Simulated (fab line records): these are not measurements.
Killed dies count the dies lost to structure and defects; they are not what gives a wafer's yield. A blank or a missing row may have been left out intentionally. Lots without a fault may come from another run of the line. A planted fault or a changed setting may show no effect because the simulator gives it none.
Which tool was responsible? | flow gf180mcu | 33 wafers from 11 lots sampled at 6 of the route's 602 steps

WHAT THE GAUGES SHOWED, per wafer
GF_PSD_TW_MEAS_11.
lot  | measured     | on            | PSD_TW
L380 | day 14 02:20 | film-metro-04 | 3161 3171 3144
L381 | day 14 12:06 | film-metro-04 | 3142 3161 3151
L384 | day 15 12:27 | film-metro-02 | 3151 3170 3171
L388 | day 17 02:28 | film-metro-01 | 3204 3216 3230
L389 | day 17 14:12 | film-metro-02 | 3161 3141 3156
L390 | day 17 18:21 | film-metro-01 | 3192 3215 3217
L395 | day 19 16:41 | film-metro-02 | 3153 3170 3172
L396 | day 19 21:08 | film-metro-04 | 3007 3009 3017 3010 2995 3001
L397 | day 20 09:17 | film-metro-04 | 3005 3007 3010 3007 3009 3008
L402 | day 22 01:19 | film-metro-02 | 3147 3163 3171
L403 | day 22 07:50 | film-metro-01 | 3201 3215 3209

GF_PSD_RS_MEAS_15: measurement is done with a four-point probe.
lot  | measured     | on            | PSD_RS (ohm/sq)
L380 | day 14 02:38 | film-metro-02 | 108.91 108.65 108.87
L381 | day 14 12:25 | film-metro-02 | 108.11 108.48 108.46
L384 | day 15 12:46 | film-metro-04 | 108.65 108.32 108.62
L388 | day 17 02:49 | film-metro-02 | 107.88 108.07 107.74
L389 | day 17 14:37 | film-metro-04 | 108.65 108.58 108.50
L390 | day 17 18:41 | film-metro-02 | 108.51 108.44 108.41
L395 | day 19 16:59 | film-metro-02 | 109.03 108.55 108.60
L396 | day 20 01:01 | film-metro-01 | 121.67 122.07 122.14 121.97 122.10 121.95
L397 | day 20 12:20 | film-metro-01 | 121.41 121.02 121.44 121.57 121.01 121.71
L402 | day 22 01:38 | film-metro-04 | 108.77 108.60 108.35
L403 | day 22 08:11 | film-metro-02 | 108.38 108.48 108.25

GF_M2_CD_MEAS_14: the cd target is 280 nm.
lot  | measured     | on        | cd-nm (nm)
L380 | day 19 01:14 | cd-sem-01 | 280.4 279.9 280.0
L381 | day 19 12:28 | cd-sem-01 | 279.8 279.1 279.9
L384 | day 20 15:05 | cd-sem-01 | 284.1 283.6 283.4
L388 | day 22 06:57 | cd-sem-02 | 281.5 281.2 280.0
L389 | day 22 17:50 | cd-sem-02 | 279.2 277.2 276.9
L390 | day 22 22:40 | cd-sem-02 | 280.2 280.3 281.0
L395 | day 24 17:46 | cd-sem-01 | 281.1 280.6 282.1
L402 | day 26 21:04 | cd-sem-01 | 279.7 279.6 279.8
L403 | day 27 03:44 | cd-sem-01 | 278.8 279.7 280.0

WHICH TOOL RAN EACH LOT (tool, then ch and the chambers of the sampled wafers, then the start)
lot  | GF_PSD_IMPLANT_09               | GF_PSD_STRIP_10                      | GF_M2_SPUTTER_03
L380 | implanter-02 ch 0, day 14 02:05 | plasma-asher-04 ch 1, day 14 02:14   | pvd-sputter-03, day 18 01:45
L381 | implanter-01 ch 0, day 14 11:51 | plasma-asher-04 ch 0,1, day 14 12:00 | pvd-sputter-02, day 18 12:58
L384 | implanter-02 ch 0, day 15 12:12 | plasma-asher-04 ch 0,1, day 15 12:21 | pvd-sputter-04, day 19 15:40
L388 | implanter-03 ch 0, day 17 02:16 | plasma-asher-03 ch 0,1, day 17 02:22 | pvd-sputter-04, day 21 07:18
L389 | implanter-03 ch 0, day 17 13:58 | plasma-asher-01 ch 0,1, day 17 14:05 | pvd-sputter-02, day 21 18:24
L390 | implanter-03 ch 0, day 17 18:08 | plasma-asher-01 ch 0,1, day 17 18:16 | pvd-sputter-04, day 21 23:56
L395 | implanter-01 ch 0, day 19 16:26 | plasma-asher-03 ch 0,1, day 19 16:35 | pvd-sputter-02, day 23 19:38
L396 | implanter-03 ch 0, day 19 20:54 | plasma-asher-04 ch 0,1, day 19 21:02 | -
L397 | implanter-03 ch 0, day 20 09:02 | plasma-asher-01 ch 0,1, day 20 09:11 | -
L402 | implanter-02 ch 0, day 22 01:03 | plasma-asher-03 ch 0,1, day 22 01:11 | pvd-sputter-04, day 26 00:39
L403 | implanter-02 ch 0, day 22 07:35 | plasma-asher-03 ch 0,1, day 22 07:44 | pvd-sputter-02, day 26 06:52
- GF_PSD_IMPLANT_09
- GF_PSD_STRIP_10: strips in O2/N2.
- GF_M2_SPUTTER_03: material Ti, target thk 10 nm, time 6.7 s.

WHAT THE TOOLS THEMSELVES READ (means of the sampled wafers that have a number; where no wafer has one, the mark that the record gives instead)
GF_PSD_IMPLANT_09.
lot  | tool         | beam-on-s (s) | faraday-current-uA
L380 | implanter-02 | 9.94          | 8296
L381 | implanter-01 | 10.04         | 8227
L384 | implanter-02 | 10.38         | 7922
L388 | implanter-03 | 10.02         | 8226
L389 | implanter-03 | 9.87          | 8366
L390 | implanter-03 | 9.98          | 8275
L395 | implanter-01 | 10.00         | 8250
L396 | implanter-03 | 7.73          | 10645
L397 | implanter-03 | 7.75          | 10605
L402 | implanter-02 | 9.95          | 8297
L403 | implanter-02 | 10.02         | 8219

GF_PSD_STRIP_10.
lot  | tool            | drypump-motor-current-A (A) | heater-power-w (W) | oes-product-au (a.u.) | strip-time-to-endpoint-s (s)
L380 | plasma-asher-04 | 6.1                         | 385                | 0.592                 | 16.58
L381 | plasma-asher-04 | 6.0                         | 313                | 0.592                 | 16.52
L384 | plasma-asher-04 | 6.0                         | 348                | 0.590                 | 16.48
L388 | plasma-asher-03 | 5.2                         | 322                | 0.588                 | 16.52
L389 | plasma-asher-01 | 6.1                         | 294                | 0.588                 | 16.53
L390 | plasma-asher-01 | 6.3                         | 273                | 0.593                 | 16.55
L395 | plasma-asher-03 | 5.4                         | 310                | 0.591                 | 16.50
L396 | plasma-asher-04 | 6.0                         | 309                | 0.609                 | 15.83
L397 | plasma-asher-01 | 6.3                         | 268                | 0.610                 | 15.81
L402 | plasma-asher-03 | 5.4                         | 316                | 0.592                 | 16.53
L403 | plasma-asher-03 | 5.1                         | 322                | 0.594                 | 16.58

GF_M2_SPUTTER_03.
lot  | tool           | throttle-valve-pct (%)
L380 | pvd-sputter-03 | 29.3
L381 | pvd-sputter-02 | 30.4
L384 | pvd-sputter-04 | 31.0
L388 | pvd-sputter-04 | 31.0
L389 | pvd-sputter-02 | 31.0
L390 | pvd-sputter-04 | 29.4
L395 | pvd-sputter-02 | 30.4
L402 | pvd-sputter-04 | 31.1
L403 | pvd-sputter-02 | 30.2

THE ANSWER, worked out from the rows above alone
Rule: what is usual is taken from the lots themselves. Put in order of their means at a reading, lots are off if they are a third of the lots or fewer, leave a main group of 4 or more, and stand apart from it by a gap of 3 or more times the standard deviation of the main group's means; of several such gaps the widest counts. Not used: any main group whose means are identical at the precision the tables above print for the reading. Also off: a lot with no number at a reading for which 4 or more lots have one. Any other lot the step has rows for is counted as sound. After the gauges, taken in route order, come the tools' own readings; for these a lot's mean is taken, as printed above. The first step at which some lot is off is used, and at that step the reading that is off furthest; a lot without a number counts as furthest.
Off: L396, L397, seen at GF_PSD_TW_MEAS_11 (PSD_TW). For the main group the mean is 3176 and the standard deviation 25.
If a tool, at a process step before that reading, ran all the lots that are off and no sound lot after the first of them, it fits. The gauges at GF_PSD_TW_MEAS_11 aren't tried: what is off there is off at GF_PSD_RS_MEAS_15 too, on other tools, and a gauge's error can't cause that. One fits: GF_PSD_IMPLANT_09 on implanter-03. Its last sound lot is L390 (day 17 18:08), its first lot that is off L396 (day 19 20:54): a fault that began between those two fits.
The tool's own readings at GF_PSD_IMPLANT_09 bear it out: on the lots that are off they differ by more than 5 times the standard deviation of the sound lots' means. beam-on-s reads 7.74 s there against 10.02 s on the sound lots; faraday-current-uA reads 10625 there against 8231 on the sound lots.

WHAT WAS PUT IN BY THE SIMULATOR
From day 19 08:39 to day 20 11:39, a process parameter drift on implanter-03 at GF_PSD_IMPLANT_09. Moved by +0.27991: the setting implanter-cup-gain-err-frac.
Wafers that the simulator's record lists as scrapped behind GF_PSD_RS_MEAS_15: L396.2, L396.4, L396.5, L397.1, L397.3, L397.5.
Lots struck among those shown: L396, L397. The rule given above showed the same thing.
